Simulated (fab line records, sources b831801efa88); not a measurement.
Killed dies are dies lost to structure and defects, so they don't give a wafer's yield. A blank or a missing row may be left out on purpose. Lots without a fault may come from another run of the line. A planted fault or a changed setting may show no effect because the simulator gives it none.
Which tool did it? | flow gf180mcu | 13 lots, 39 wafers sampled, at 4 steps of a route of 602

WHAT THE GAUGES READ, wafer by wafer
GF_HV_LDD_RS_MEAS_53: measures by four-point-probe. Usual: HV_LDD_RS 418.0 ohm/sq, standard deviation 1.
lot  | measured     | on            | HV_LDD_RS (ohm/sq) | flag
L310 | day 12 09:37 | film_metro-01 | 417.9 417.7 417.8  |
L311 | day 12 19:41 | film_metro-01 | 417.6 417.2 417.8  |
L314 | day 13 17:36 | film_metro-03 | 419.9 418.8 419.8  |
L315 | day 14 01:34 | film_metro-01 | 419.0 417.5 418.4  |
L317 | day 15 05:10 | film_metro-03 | 417.6 418.0 418.1  |
L318 | day 15 07:10 | film_metro-01 | - - -              | OFF
L320 | day 15 22:12 | film_metro-03 | - - -              | OFF
L322 | day 16 09:20 | film_metro-03 | 417.5 417.6 418.0  |
L328 | day 18 09:22 | film_metro-03 | 417.5 418.1 418.4  |
L330 | day 19 12:44 | film_metro-03 | 419.2 419.3 420.3  |
L331 | day 19 13:09 | film_metro-03 | 416.9 417.9 418.0  |
L332 | day 19 23:20 | film_metro-01 | 416.1 416.1 417.1  |
L333 | day 20 06:34 | film_metro-04 | 418.1 419.3 418.3  |

WHICH TOOL RAN EACH LOT (tool, then ch and the chambers of the sampled wafers, then the start)
lot  | GF_VT_IMPLANT_RTA_45             | GF_HV_LDD_IMPLANT_35            | GF_HV_LDD_STRIP_49
L310 | rtp_anneal-01 ch 0, day 7 14:05  | implanter-01 ch 0, day 11 13:56 | plasma_asher-04 ch 0,1, day 12 09:20
L311 | rtp_anneal-01 ch 0, day 7 18:41  | implanter-03 ch 0, day 11 22:37 | plasma_asher-03 ch 0,1, day 12 19:24
L314 | rtp_anneal-01 ch 0, day 8 15:05  | implanter-04 ch 0, day 12 20:48 | plasma_asher-03 ch 0,1, day 13 17:18
L315 | rtp_anneal-01 ch 0, day 8 22:08  | implanter-04 ch 0, day 13 04:24 | plasma_asher-04 ch 0,1, day 14 01:17
L317 | rtp_anneal-02 ch 0, day 9 22:20  | implanter-01 ch 0, day 14 07:37 | plasma_asher-03 ch 0,1, day 15 04:52
L318 | rtp_anneal-01 ch 0, day 9 23:53  | implanter-01 ch 0, day 14 09:58 | plasma_asher-03 ch 0,1, day 15 06:52
L320 | rtp_anneal-01 ch 0, day 10 11:33 | implanter-01 ch 0, day 14 23:26 | plasma_asher-01 ch 0,1, day 15 21:55
L322 | rtp_anneal-01 ch 0, day 10 22:47 | implanter-03 ch 0, day 15 11:09 | plasma_asher-01 ch 0,1, day 16 09:02
L328 | rtp_anneal-01 ch 0, day 12 13:26 | implanter-04 ch 0, day 17 09:27 | plasma_asher-03 ch 0,1, day 18 08:58
L330 | rtp_anneal-01 ch 0, day 13 09:59 | implanter-01 ch 0, day 18 11:53 | plasma_asher-04 ch 0,1, day 19 12:26
L331 | rtp_anneal-01 ch 0, day 13 11:31 | implanter-03 ch 0, day 18 12:10 | plasma_asher-01 ch 0,1, day 19 12:52
L332 | rtp_anneal-02 ch 0, day 13 18:01 | implanter-03 ch 0, day 18 22:14 | plasma_asher-04 ch 0,1, day 19 23:03
L333 | rtp_anneal-01 ch 0, day 14 03:22 | implanter-04 ch 0, day 19 04:55 | plasma_asher-03 ch 0,1, day 20 06:16
- GF_VT_IMPLANT_RTA_45: time 30 s.
- GF_HV_LDD_IMPLANT_35
- GF_HV_LDD_STRIP_49: strips in O2/N2.

WHAT THE TOOLS THEMSELVES READ (means of the sampled wafers that have a number; where no wafer has one, the mark that the record gives instead)
GF_VT_IMPLANT_RTA_45. Usual: anneal_temp_c_max 1054.4, standard deviation 1.2; lamp_power_pct 30.6 %, standard deviation 1.1; wafer_temp_C_max 1055.0, standard deviation 0.94.
lot  | tool          | anneal_temp_c_max | lamp_power_pct (%) | wafer_temp_C_max | flag
L310 | rtp_anneal-01 | 1056.1            | 29.8               | 1054.6           |
L311 | rtp_anneal-01 | 1055.0            | 29.8               | 1054.9           |
L314 | rtp_anneal-01 | 1055.3            | 29.8               | 1055.1           |
L315 | rtp_anneal-01 | 1054.3            | 29.8               | 1054.9           |
L317 | rtp_anneal-02 | 1053.5            | 32.1               | 1054.4           |
L318 | rtp_anneal-01 | 1055.0            | 29.8               | 1055.5           |
L320 | rtp_anneal-01 | 1054.5            | 29.8               | 1054.2           |
L322 | rtp_anneal-01 | 1056.5            | 29.8               | 1055.8           |
L328 | rtp_anneal-01 | 1053.9            | 29.8               | 1055.8           |
L330 | rtp_anneal-01 | 1055.2            | 29.8               | 1056.6           |
L331 | rtp_anneal-01 | 1054.4            | 29.8               | 1054.6           |
L332 | rtp_anneal-02 | 1052.6            | 32.1               | 1056.0           |
L333 | rtp_anneal-01 | 1054.5            | 29.8               | 1055.8           |

GF_HV_LDD_STRIP_49. Usual: drypump_motor_current_A 5.7 A, standard deviation 0.64; heater_power_w 336 W, standard deviation 31; oes_product_au 0.716 a.u., standard deviation 0.0046; strip_time_to_endpoint_s 12.65 s, standard deviation 0.033.
lot  | tool            | drypump_motor_current_A (A) | heater_power_w (W) | oes_product_au (a.u.) | strip_time_to_endpoint_s (s) | flag
L310 | plasma_asher-04 | 6.1                         | 320                | 0.712                 | 12.69                        |
L311 | plasma_asher-03 | 5.6                         | 345                | 0.717                 | 12.58                        |
L314 | plasma_asher-03 | 5.6                         | 313                | 0.717                 | 12.63                        |
L315 | plasma_asher-04 | 6.0                         | 328                | 0.719                 | 12.61                        |
L317 | plasma_asher-03 | 5.5                         | 312                | 0.716                 | 12.62                        |
L318 | plasma_asher-03 | 5.5                         | 343                | 0.719                 | 12.63                        |
L320 | plasma_asher-01 | 5.7                         | 366                | 0.717                 | 12.67                        |
L322 | plasma_asher-01 | 6.1                         | 370                | 0.715                 | 12.66                        |
L328 | plasma_asher-03 | 5.6                         | 342                | 0.716                 | 12.68                        |
L330 | plasma_asher-04 | 5.5                         | 337                | 0.713                 | 12.70                        |
L331 | plasma_asher-01 | 6.1                         | 362                | 0.716                 | 12.68                        |
L332 | plasma_asher-04 | 6.1                         | 331                | 0.714                 | 12.62                        |
L333 | plasma_asher-03 | 5.5                         | 315                | 0.716                 | 12.66                        |

THE ANSWER, worked out from the rows above alone
Rule: a lot is off if the mean of its wafers that have a number lies more than 3 standard deviations from the usual mean. A lot without any number at a reading at which 4 lots or more have one is off too. The other lots that the step has rows for count as sound. The gauges are gone through in route order, then the tools' own readings, and for those a lot's mean is taken as printed above. The first step at which some lot is off is used, and at that step the reading that is off furthest; a lot without a number counts as furthest.
Off: L318, L320, at GF_HV_LDD_RS_MEAS_53 (HV_LDD_RS). Without a number there: L318, L320.
A tool fits if, at a process step before that reading, it ran every lot that is off, and no sound lot after the first of them. The gauges at GF_HV_LDD_RS_MEAS_53 are tried like those tools. None of those tried fits.

WHAT THE SIMULATOR HAD PUT IN
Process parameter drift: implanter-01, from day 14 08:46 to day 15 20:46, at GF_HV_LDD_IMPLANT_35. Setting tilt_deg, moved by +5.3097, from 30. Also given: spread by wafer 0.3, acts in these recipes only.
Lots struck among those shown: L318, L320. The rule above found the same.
